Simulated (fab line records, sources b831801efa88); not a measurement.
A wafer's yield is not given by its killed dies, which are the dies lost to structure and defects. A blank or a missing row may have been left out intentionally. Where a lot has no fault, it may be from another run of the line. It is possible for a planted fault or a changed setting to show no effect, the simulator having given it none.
fab line records | flow gf180mcu
record: lots: 13 | wafers: 39 | lastDay: 34
route steps=602 shown MVSD@74 V1@350 M3@412
lots untouched by any fault: they come from a run of this same line in which no faults occurred
startH: hours from the record's opening day to when the first of the lot's shown wafers began | waitH: hours elapsed since this lot's preceding step | " as in the row above | L1.1+2: a row that stands for several wafers | - value missing, or start not given | * or withheld: withheld | < > ~ a bound
route shown NAME@n: a module of which the file shows steps, and the number in the route of the first | usual: average and standard deviation across the fault-free wafers | same: alike in all rows | chamber/n: place in a boat | sites: readings site by site | _std_site: standard deviation across them | _edge_site: outer sites' mean less inner sites' | radiusMm: how far each site lies from the wafer's centre | mask NAME#n: copy n | behind: the last tool/chamber to shape the wafer | hold: the reason the lot was held/the length of the hold in hours/how it ended | device: whichever transistor did not switch (one of n, p or np) | end of line: tests run on the same wafers once the route is complete | a step given without rows: its recipe and nothing more | killed: dies lost to structure and defects at the first sort, not the wafer's yield | map: shows each die of a wafer: x if killed, . if not, _ if none is there
set.NAME: the setting the step ran with; set.NAME@STEP: the setting that earlier step ran with | model.NAME: the simulator's own value behind a step, which no gauge read
one table for each step of the route and one row for each wafer, over a sample of lots
services: the hour from which a tool's chamber was out of use, counted from the record's first day as startH (under 0 if before that day), plus the number of hours and why
== steps ==
step: GF_MVSD_IMPLANT_08
recipe: species: P | energyKev: 400 | doseCm2: 1.6e+13 | tiltDeg: 0
usual: implantIonAmu: 31/0
lot.wafer | tool         | chamber | startH | waitH | implantIonAmu
L934.2    | implanter-04 | 0       | 88.17  | 0.0   | 31
L934.3    | "            | 0       | "      | "     | 31
L934.5    | "            | 0       | "      | "     | 31
L935.1    | implanter-01 | 0       | 91.94  | 0.0   | 31
L935.2    | "            | 0       | "      | "     | 31
L935.4    | "            | 0       | "      | "     | 31
L936.2    | implanter-04 | 0       | 99.67  | 0.0   | 31
L936.3    | "            | 0       | "      | "     | 31
L936.6    | "            | 0       | "      | "     | 31
L938.3    | implanter-04 | 0       | 109.55 | 0.1   | 31
L938.4    | "            | 0       | "      | "     | 31
L938.6    | "            | 0       | "      | "     | 31
L939.4    | implanter-04 | 0       | 116.32 | 0.1   | 31
L939.5    | "            | 0       | "      | "     | 31
L939.6    | "            | 0       | "      | "     | 31
L940.2    | implanter-04 | 0       | 120.76 | 0.0   | 31
L940.3    | "            | 0       | "      | "     | 31
L940.4    | "            | 0       | "      | "     | 31
L941.1    | implanter-04 | 0       | 126.39 | 0.0   | 31
L941.4    | "            | 0       | "      | "     | 31
L941.6    | "            | 0       | "      | "     | 31
L944.2    | implanter-01 | 0       | 145.91 | 0.0   | 31
L944.3    | "            | 0       | "      | "     | 31
L944.6    | "            | 0       | "      | "     | 31
L945.1    | implanter-04 | 0       | 147.04 | 0.0   | 31
L945.3    | "            | 0       | "      | "     | 31
L945.6    | "            | 0       | "      | "     | 31
L949.2    | implanter-01 | 0       | 175.61 | 0.0   | 31
L949.3    | "            | 0       | "      | "     | 31
L949.5    | "            | 0       | "      | "     | 31
L952.2    | implanter-01 | 0       | 192.16 | 0.0   | 31
L952.4    | "            | 0       | "      | "     | 31
L952.5    | "            | 0       | "      | "     | 31
L954.1    | implanter-04 | 0       | 204.19 | 0.0   | 75
L954.3    | "            | 0       | "      | "     | 75
L954.6    | "            | 0       | "      | "     | 75
L955.1    | implanter-02 | 0       | 209.39 | 0.0   | 75
L955.4    | "            | 0       | "      | "     | 75
L955.6    | "            | 0       | "      | "     | 75
step: GF_MVSD_TW_MEAS_11
usual: MVSD_TW: 1587/8.9
lot.wafer | tool         | chamber | startH | waitH | MVSD_TW
L934.2    | filmMetro-04 | -       | 88.56  | 0.1   | 1570
L934.3    | "            | -       | "      | "     | 1577
L934.5    | "            | -       | "      | "     | 1583
L935.1    | filmMetro-04 | -       | 92.34  | 0.1   | 1584
L935.2    | "            | -       | "      | "     | 1574
L935.4    | "            | -       | "      | "     | 1573
L936.2    | filmMetro-02 | -       | 100.06 | 0.1   | 1594
L936.3    | "            | -       | "      | "     | 1596
L936.6    | "            | -       | "      | "     | 1590
L938.3    | filmMetro-03 | -       | 109.97 | 0.1   | 1588
L938.4    | "            | -       | "      | "     | 1588
L938.6    | "            | -       | "      | "     | 1570
L939.4    | filmMetro-04 | -       | 116.68 | 0.1   | 1584
L939.5    | "            | -       | "      | "     | 1580
L939.6    | "            | -       | "      | "     | 1584
L940.2    | filmMetro-03 | -       | 121.15 | 0.1   | 1580
L940.3    | "            | -       | "      | "     | 1580
L940.4    | "            | -       | "      | "     | 1576
L941.1    | filmMetro-03 | -       | 126.79 | 0.1   | 1588
L941.4    | "            | -       | "      | "     | 1596
L941.6    | "            | -       | "      | "     | 1596
L944.2    | filmMetro-03 | -       | 146.30 | 0.1   | 1587
L944.3    | "            | -       | "      | "     | 1587
L944.6    | "            | -       | "      | "     | 1573
L945.1    | filmMetro-04 | -       | 147.44 | 0.1   | 1596
L945.3    | "            | -       | "      | "     | 1582
L945.6    | "            | -       | "      | "     | 1585
L949.2    | filmMetro-03 | -       | 176.00 | 0.1   | 1597
L949.3    | "            | -       | "      | "     | 1590
L949.5    | "            | -       | "      | "     | 1590
L952.2    | filmMetro-03 | -       | 192.55 | 0.1   | 1575
L952.4    | "            | -       | "      | "     | 1574
L952.5    | "            | -       | "      | "     | 1580
L954.1    | filmMetro-04 | -       | 204.59 | 0.1   | 2394
L954.3    | "            | -       | "      | "     | 2387
L954.6    | "            | -       | "      | "     | 2380
L955.1    | filmMetro-02 | -       | 209.79 | 0.1   | 2432
L955.4    | "            | -       | "      | "     | 2421
L955.6    | "            | -       | "      | "     | 2407
step: GF_VT_IMPLANT_RS_MEAS_46
recipe: thkMeasGauge: four-point-probe
usual: MVSD_RS: 456.9/1.2
lot.wafer | tool         | chamber | startH | waitH | MVSD_RS[ohm/sq]
L934.2    | filmMetro-02 | -       | 162.87 | 0.1   | 455.9
L934.3    | "            | -       | "      | "     | 456.3
L934.5    | "            | -       | "      | "     | 456.2
L935.1    | filmMetro-02 | -       | 166.45 | 0.1   | 454.9
L935.2    | "            | -       | "      | "     | 455.4
L935.4    | "            | -       | "      | "     | 455.9
L936.2    | filmMetro-03 | -       | 178.23 | 0.1   | 458.0
L936.3    | "            | -       | "      | "     | 458.7
L936.6    | "            | -       | "      | "     | 458.7
L938.3    | filmMetro-04 | -       | 187.24 | 0.1   | 456.7
L938.4    | "            | -       | "      | "     | 455.9
L938.6    | "            | -       | "      | "     | 456.6
L939.4    | filmMetro-03 | -       | 196.81 | 0.1   | 458.1
L939.5    | "            | -       | "      | "     | 456.6
L939.6    | "            | -       | "      | "     | 456.2
L940.2    | filmMetro-04 | -       | 201.73 | 0.1   | 455.9
L940.3    | "            | -       | "      | "     | 457.7
L940.4    | "            | -       | "      | "     | 457.0
L941.1    | filmMetro-03 | -       | 207.50 | 0.1   | 456.4
L941.4    | "            | -       | "      | "     | 455.4
L941.6    | "            | -       | "      | "     | 455.7
L944.2    | filmMetro-03 | -       | 230.58 | 0.1   | 456.4
L944.3    | "            | -       | "      | "     | 456.7
L944.6    | "            | -       | "      | "     | 457.1
L945.1    | filmMetro-02 | -       | 231.15 | 0.1   | 457.0
L945.3    | "            | -       | "      | "     | 457.6
L945.6    | "            | -       | "      | "     | 457.1
L949.2    | filmMetro-04 | -       | 263.62 | 0.1   | 455.5
L949.3    | "            | -       | "      | "     | 456.0
L949.5    | "            | -       | "      | "     | 455.5
L952.2    | filmMetro-04 | -       | 284.87 | 0.1   | 457.5
L952.4    | "            | -       | "      | "     | 456.8
L952.5    | "            | -       | "      | "     | 456.7
L954.1    | filmMetro-04 | -       | 300.55 | 0.1   | -
L954.3    | "            | -       | "      | "     | -
L954.6    | "            | -       | "      | "     | -
L955.1    | filmMetro-02 | -       | 305.20 | 0.1   | -
L955.4    | "            | -       | "      | "     | -
L955.6    | "            | -       | "      | "     | -
step: GF_V1_OVL_MEAS_15
usual: V1_OVL: 0/5.4
lot.wafer | tool       | chamber | startH | waitH | V1_OVL[nm]
L934.2    | overlay-01 | -       | 416.03 | 0.1   | -5
L934.3    | "          | -       | "      | "     | -4
L934.5    | "          | -       | "      | "     | -11
L935.1    | overlay-02 | -       | 423.07 | 0.1   | -1
L935.2    | "          | -       | "      | "     | -3
L935.4    | "          | -       | "      | "     | -8
L936.2    | overlay-01 | -       | 437.83 | 0.1   | 3
L936.3    | "          | -       | "      | "     | 2
L936.6    | "          | -       | "      | "     | 2
L938.3    | overlay-02 | -       | 451.43 | 0.1   | -9
L938.4    | "          | -       | "      | "     | 1
L938.6    | "          | -       | "      | "     | 5
L939.4    | overlay-01 | -       | 465.44 | 0.1   | -2
L939.5    | "          | -       | "      | "     | -1
L939.6    | "          | -       | "      | "     | -3
L940.2    | overlay-02 | -       | 474.02 | 0.1   | 9
L940.3    | "          | -       | "      | "     | 3
L940.4    | "          | -       | "      | "     | 2
L941.1    | overlay-01 | -       | 479.92 | 0.1   | -1
L941.4    | "          | -       | "      | "     | -9
L941.6    | "          | -       | "      | "     | 0
L944.2    | overlay-01 | -       | 508.77 | 0.1   | 4
L944.3    | "          | -       | "      | "     | -4
L944.6    | "          | -       | "      | "     | 4
L945.1    | overlay-01 | -       | 511.32 | 0.1   | 2
L945.3    | "          | -       | "      | "     | 1
L945.6    | "          | -       | "      | "     | -5
L949.2    | overlay-02 | -       | 552.58 | 0.1   | 7
L949.3    | "          | -       | "      | "     | -1
L949.5    | "          | -       | "      | "     | -5
L952.2    | overlay-01 | -       | 574.63 | 0.1   | 1
L952.4    | "          | -       | "      | "     | 2
L952.5    | "          | -       | "      | "     | 6
L954.1    | overlay-01 | -       | 592.37 | 0.1   | 10
L954.3    | "          | -       | "      | "     | 0
L954.6    | "          | -       | "      | "     | 9
L955.1    | overlay-01 | -       | 596.87 | 0.1   | 4
L955.4    | "          | -       | "      | "     | 8
L955.6    | "          | -       | "      | "     | 4
step: GF_M3_SPUTTER_03
recipe: material: Ti | targetThkNm: 10 | substrateTempC: 300 | chamberPressurePa: 0.3 | powerW: 3000 | timeS: 6.7
usual: throttleValvePct: 30.1/1.1
lot.wafer | tool          | chamber | startH | waitH | throttleValvePct
L934.2    | pvdSputter-01 | -       | 469.36 | 0.0   | 29.7
L934.3    | "             | -       | "      | "     | 31.2
L934.5    | "             | -       | "      | "     | 29.4
L935.1    | pvdSputter-01 | -       | 476.28 | 0.0   | 29.2
L935.2    | "             | -       | "      | "     | 29.2
L935.4    | "             | -       | "      | "     | 31.8
L936.2    | pvdSputter-01 | -       | 491.12 | 0.0   | 31.4
L936.3    | "             | -       | "      | "     | 29.3
L936.6    | "             | -       | "      | "     | 31.4
L938.3    | pvdSputter-03 | -       | 503.97 | 0.0   | 30.6
L938.4    | "             | -       | "      | "     | 29.3
L938.6    | "             | -       | "      | "     | 32.3
L939.4    | pvdSputter-02 | -       | 518.42 | 0.0   | 30.0
L939.5    | "             | -       | "      | "     | 28.9
L939.6    | "             | -       | "      | "     | 30.3
L940.2    | pvdSputter-01 | -       | 524.98 | 0.0   | 29.4
L940.3    | "             | -       | "      | "     | 31.5
L940.4    | "             | -       | "      | "     | 29.4
L941.1    | pvdSputter-01 | -       | 531.22 | 0.0   | 29.2
L941.4    | "             | -       | "      | "     | 31.5
L941.6    | "             | -       | "      | "     | 29.6
L944.2    | pvdSputter-01 | -       | 559.93 | 0.0   | 29.4
L944.3    | "             | -       | "      | "     | 31.3
L944.6    | "             | -       | "      | "     | 29.3
L945.1    | pvdSputter-03 | -       | 562.67 | 0.0   | 29.3
L945.3    | "             | -       | "      | "     | 29.3
L945.6    | "             | -       | "      | "     | 29.4
L949.2    | pvdSputter-02 | -       | 601.74 | 0.0   | 30.0
L949.3    | "             | -       | "      | "     | 29.2
L949.5    | "             | -       | "      | "     | 29.8
L952.2    | pvdSputter-02 | -       | 623.45 | 0.0   | 29.8
L952.4    | "             | -       | "      | "     | 28.7
L952.5    | "             | -       | "      | "     | 29.1
L954.1    | pvdSputter-03 | -       | 638.73 | 0.0   | 29.2
L954.3    | "             | -       | "      | "     | 29.4
L954.6    | "             | -       | "      | "     | 29.2
L955.1    | pvdSputter-03 | -       | 643.66 | 0.0   | 29.2
L955.4    | "             | -       | "      | "     | 30.7
L955.6    | "             | -       | "      | "     | 29.2
step: GF_M3_RS_MEAS_05
recipe: thkMeasGauge: four-point-probe | reads: TiN_of_M3_SPUTTER_04+Ti_of_M3_SPUTTER_03+AlCu_of_M3_SPUTTER_02+TiN_of_M3_SPUTTER_01+Ti_of_M3_SPUTTER_00
usual: M3_ALCU_RS: 0.0696/0.00064
lot.wafer | tool         | chamber | startH | waitH | M3_ALCU_RS[ohm/sq]
L934.2    | filmMetro-02 | -       | 469.44 | 0.0   | 0.0701
L934.3    | "            | -       | "      | "     | 0.0698
L934.5    | "            | -       | "      | "     | 0.0701
L935.1    | filmMetro-03 | -       | 476.36 | 0.0   | 0.0686
L935.2    | "            | -       | "      | "     | 0.0685
L935.4    | "            | -       | "      | "     | 0.0685
L936.2    | filmMetro-01 | -       | 491.20 | 0.0   | 0.0695
L936.3    | "            | -       | "      | "     | 0.0692
L936.6    | "            | -       | "      | "     | 0.0692
L938.3    | filmMetro-03 | -       | 504.07 | 0.1   | 0.0703
L938.4    | "            | -       | "      | "     | 0.0697
L938.6    | "            | -       | "      | "     | 0.0698
L939.4    | filmMetro-01 | -       | 518.54 | 0.1   | 0.0700
L939.5    | "            | -       | "      | "     | 0.0708
L939.6    | "            | -       | "      | "     | 0.0694
L940.2    | filmMetro-03 | -       | 525.06 | 0.0   | 0.0690
L940.3    | "            | -       | "      | "     | 0.0693
L940.4    | "            | -       | "      | "     | 0.0685
L941.1    | filmMetro-03 | -       | 531.28 | 0.0   | 0.0697
L941.4    | "            | -       | "      | "     | 0.0706
L941.6    | "            | -       | "      | "     | 0.0703
L944.2    | filmMetro-02 | -       | 560.01 | 0.0   | 0.0700
L944.3    | "            | -       | "      | "     | 0.0702
L944.6    | "            | -       | "      | "     | 0.0700
L945.1    | filmMetro-01 | -       | 562.79 | 0.0   | 0.0687
L945.3    | "            | -       | "      | "     | 0.0688
L945.6    | "            | -       | "      | "     | 0.0686
L949.2    | filmMetro-02 | -       | 601.82 | 0.0   | 0.0695
L949.3    | "            | -       | "      | "     | 0.0699
L949.5    | "            | -       | "      | "     | 0.0700
L952.2    | filmMetro-03 | -       | 623.53 | 0.0   | 0.0701
L952.4    | "            | -       | "      | "     | 0.0703
L952.5    | "            | -       | "      | "     | 0.0702
L954.1    | filmMetro-03 | -       | 638.85 | 0.0   | 0.0701
L954.3    | "            | -       | "      | "     | 0.0701
L954.6    | "            | -       | "      | "     | 0.0700
L955.1    | filmMetro-02 | -       | 643.82 | 0.1   | 0.0706
L955.4    | "            | -       | "      | "     | 0.0698
L955.6    | "            | -       | "      | "     | 0.0703
== services ==
tool          | chamber | startH | hours | kind
implanter-04  | -       | 78.29  | 5.1   | pm
implanter-01  | -       | 136.74 | 0.6   | repair
implanter-01  | -       | 138.30 | 3.3   | pm
implanter-01  | -       | 153.99 | 2.8   | repair
pvdSputter-01 | -       | 156.87 | 0.5   | repair
implanter-04  | -       | 217.10 | 4.3   | repair
pvdSputter-02 | -       | 253.49 | 0.6   | repair
implanter-01  | -       | 270.30 | 26.1  | repair
implanter-01  | -       | 296.45 | 28.9  | pm
pvdSputter-03 | -       | 318.09 | 40.3  | repair
pvdSputter-02 | -       | 331.38 | 26.3  | repair
implanter-04  | -       | 334.74 | 5.2   | repair
implanter-04  | -       | 354.91 | 2.0   | repair
pvdSputter-02 | -       | 382.49 | 5.9   | repair
pvdSputter-02 | -       | 383.18 | 3.0   | repair
pvdSputter-01 | -       | 445.57 | 2.4   | repair
implanter-01  | -       | 470.75 | 1.9   | repair
pvdSputter-03 | -       | 473.31 | 2.2   | repair
implanter-01  | -       | 510.32 | 2.2   | repair
implanter-04  | -       | 567.29 | 8.6   | pm
implanter-04  | -       | 582.99 | 2.3   | repair
implanter-01  | -       | 609.83 | 2.0   | repair
implanter-01  | -       | 627.30 | 3.1   | pm
pvdSputter-01 | -       | 640.86 | 4.2   | repair
== key ==
firstSign: step: GF_MVSD_IMPLANT_08 | reading: implantIonAmu | direction: up | sigmas: 99+ | usual: 31 | struck: 75
effect: step: GF_MVSD_TW_MEAS_11 | reading: MVSD_TW | direction: up | sigmas: 92 | usual: 1587 | struck: 2403
effect: step: GF_VT_IMPLANT_RS_MEAS_46 | reading: MVSD_RS | direction: missing
metAt GF_MVSD_IMPLANT_08
struckLots L954,L955
testerLeftOut L954,L955
notActingAt GF_V1_OVL_MEAS_15,GF_M3_SPUTTER_03,GF_M3_RS_MEAS_05
onsetBetween 147.04 204.19
fault: kind: wrongRecipeDownload | tool: implanter-01,implanter-02,implanter-04 | chamber: - | onsetH: 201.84 | steps: GF_MVSD_IMPLANT_08 | wrongRecipe.notListed: 1
testerLeftOut: of these lots the tester's yield and bins aren't shown, on N5 and GAA mostly nor the transistor test; their killed dies are dies lost to structure and defects alone, not to doping, threshold or leakage, so they don't give the yield
